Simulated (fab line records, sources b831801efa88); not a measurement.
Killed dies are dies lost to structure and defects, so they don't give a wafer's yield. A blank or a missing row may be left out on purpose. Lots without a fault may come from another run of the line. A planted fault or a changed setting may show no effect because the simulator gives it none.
A struck lot beside a sound one | flow sky130 | 16 steps out of a route of 708
Sound: wafers L819.1, L819.4, L819.5. Struck: wafers L835.2, L835.4. (L835.5 of the same lot was not struck and is left out.) The cause comes at the end.
At each step with rows: each side's tool, then ch and its chambers, then its first start. Under that, the readings that differ: sound wafers | struck wafers | difference of the means | sigmas: that difference in standard deviations of wafers without a fault.
alike: readings whose means differ by less than 2 such deviations, and words and numbers that are the same on both sides. not compared: withheld readings, readings that some wafer has no value for, bounds like >300 that may hide the same value, and numbers for which the record gives no deviation and whose values overlap.
The two part at a step that has a row with sigmas, a row that says differs or no value, or rows on one side only. Numbers that don't overlap but have no deviation are shown without sigmas and don't part them. A reading that every wafer of one side lacks parts them only if that side has two wafers or more.

SKY_VIA2_BOW_MEAS_03:
  sound on film_metro-02, day 35 21:33; struck on film_metro-02, day 41 11:10
  alike: VIA2_BOW
then, 8 steps without rows for these wafers: SKY_VIA2_DEHYDRATE_04 (time 60 s); SKY_VIA2_HMDS_05 (prime time 60 s); SKY_VIA2_COAT_06 (resist thk 60 nm); SKY_VIA2_COAT_07 (resist thk 450 nm); SKY_VIA2_SOFTBAKE_08 (time 90 s); SKY_VIA2_EXPOSE_09 (exposes mask VIM2, target cd 200 nm); SKY_VIA2_PEB_10; SKY_VIA2_DEVELOP_11 (develop time 60 s).
SKY_VIA2_CD_MEAS_12: target cd 200 nm.
  sound on cd_sem-01, day 37 00:04; struck on cd_sem-02, day 42 10:56
  alike: cd_nm
SKY_VIA2_OVL_MEAS_13:
  sound on overlay-02, day 37 00:11; struck on overlay-02, day 42 11:02
  reading       | sound      | struck | difference | sigmas
  VIA2_OVL (nm) | -13 -7 -11 | 0 7    | +14        | +3
SKY_VIA2_ETCH_14: etches BARC in N2/H2, stops on SiO2, time 45.9 s, target depth 60 nm.
  sound on rie_diel-02 ch 0,1, day 37 00:13; struck on rie_diel-02 ch 2,3, day 42 11:04
  alike: drypump_motor_current_A, oes_product_au, throttle_valve_pct
  not compared: rf_hours_counter_h
SKY_VIA2_ETCH_15: etches SiO2 in C4F8/O2/Ar, stops on TiN, target depth 546 nm, time 84 s.
  sound on rie_diel-02 ch 0,1, day 37 00:16; struck on rie_diel-02 ch 2,3, day 42 11:07
  reading                                     | sound             | struck      | difference | sigmas
  model.KrF-thick_of_VIA2_COAT_07.thk_nm (nm) | 289.6 284.7 284.4 | 221 219.9   | -66        |
  model.VIA2.feature_depth_nm (nm)            | 496.1 493.8 496   | 505.2 505.5 | +10.1      |
  model.TiN_of_METAL2_SPUTTER_04.thk_nm (nm)  | 69.24 69.54 68.43 | 57.67 57.43 | -11.52     |
  alike: oes_product_au
  not compared: rf_hours_counter_h
SKY_VIA2_STRIP_16: strips in O2/N2.
  sound on plasma_asher-02 ch 0,1, day 37 00:19; struck on plasma_asher-02 ch 0, day 42 11:11
  reading                      | sound             | struck      | difference | sigmas
  oes_product_au (a.u.)        | 0.393 0.398 0.396 | 0.364 0.380 | -0.024     | -5
  strip_time_to_endpoint_s (s) | 4.12 4.07 4.07    | 3.39 3.37   | -0.71      | -17
  alike: drypump_motor_current_A
  not compared: rf_hours_counter_h
then, 1 step without rows for these wafers: SKY_VIA2_STRIP_17 (strips in post etch residue remover, time 1200 s).
-- the record jumps here: 8 days lie between the struck wafers' starts before and after (it left off in module VIA2 and takes up again in module PAD_OPEN, whose first step shown is number 708 of the route) --
SKY_PAD_OPEN_PROBE_99:
  sound on prober-02, day 46 10:45; struck on prober-01, day 50 09:12
  reading         | sound | struck | difference | sigmas
  killed_at_other | 0 0 0 | 3 0    | +2         | +2
  alike: defect_limited_yield, killed_at_M0_to_M3, killed_at_M4_up, killed_at_contacts, killed_at_front_end, killed_dies, killed_open, killed_short, sort_bin_3_pad_short, sort_bin_5_function, sort_bin_6_memory, sort_n_pass, sort_yield_pct

WHERE THEY PART
First at SKY_VIA2_OVL_MEAS_13; last, within this record, at SKY_PAD_OPEN_PROBE_99.

WHY: what the simulator had put in
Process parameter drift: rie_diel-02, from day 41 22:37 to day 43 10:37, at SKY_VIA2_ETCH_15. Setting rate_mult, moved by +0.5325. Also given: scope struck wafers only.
